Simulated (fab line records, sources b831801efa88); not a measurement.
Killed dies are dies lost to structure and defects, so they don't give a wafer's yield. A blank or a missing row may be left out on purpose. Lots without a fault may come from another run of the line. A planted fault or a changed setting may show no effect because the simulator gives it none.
Chamber matching | flow sky130 | SKY_CONTACT_CVD_00 on pecvd-02: 3 sister chambers
The step deposits Si3N4, target thk 75 nm. 3 wafers are shown with their chamber, then 8 later ones without.

WAFERS WITH THEIR CHAMBER
wafer  | chamber | heater_power_w (W)
L659.1 | 1       | 772
L659.5 | 0       | 576
L661.2 | 2       | 664

WAFERS WITHOUT THEIR CHAMBER
wafer  | heater_power_w (W)
L661.3 | 723
L661.4 | 474
L667.2 | 754
L667.4 | 575
L667.5 | 686
L669.1 | 580
L669.4 | 758
L669.5 | 730

WHICH CHAMBER EACH WENT THROUGH
wafer  | from the rows above          | in truth
L661.3 | can't be placed: 1 or 2      | 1
L661.4 | can't be placed: 0 or 2      | 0
L667.2 | can't be placed: 1 or 2      | 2
L667.4 | can't be placed: 0 or 2      | 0
L667.5 | can't be placed: 2 or 1 or 0 | 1
L669.1 | can't be placed: 0 or 2      | 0
L669.4 | can't be placed: 1 or 2      | 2
L669.5 | can't be placed: 1 or 2      | 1
Placed correctly: 0 of 8. Can't be placed from these rows: 8 (the true chamber is among the candidates in 8). Placed wrongly: 0.
How it was worked out, from the rows above alone: a wafer's distance from a chamber is the root of the sum, over the readings, of the square of ((its reading less the chamber's mean) divided by the reading's scatter). The wafer belongs to the nearest chamber; if the next one is less than 2 further off, it can't be placed. A chamber's mean is the mean of its shown wafers. The scatter: with one shown wafer a chamber, the root of the mean of the squares of how far each hidden wafer lies from its nearest shown one.
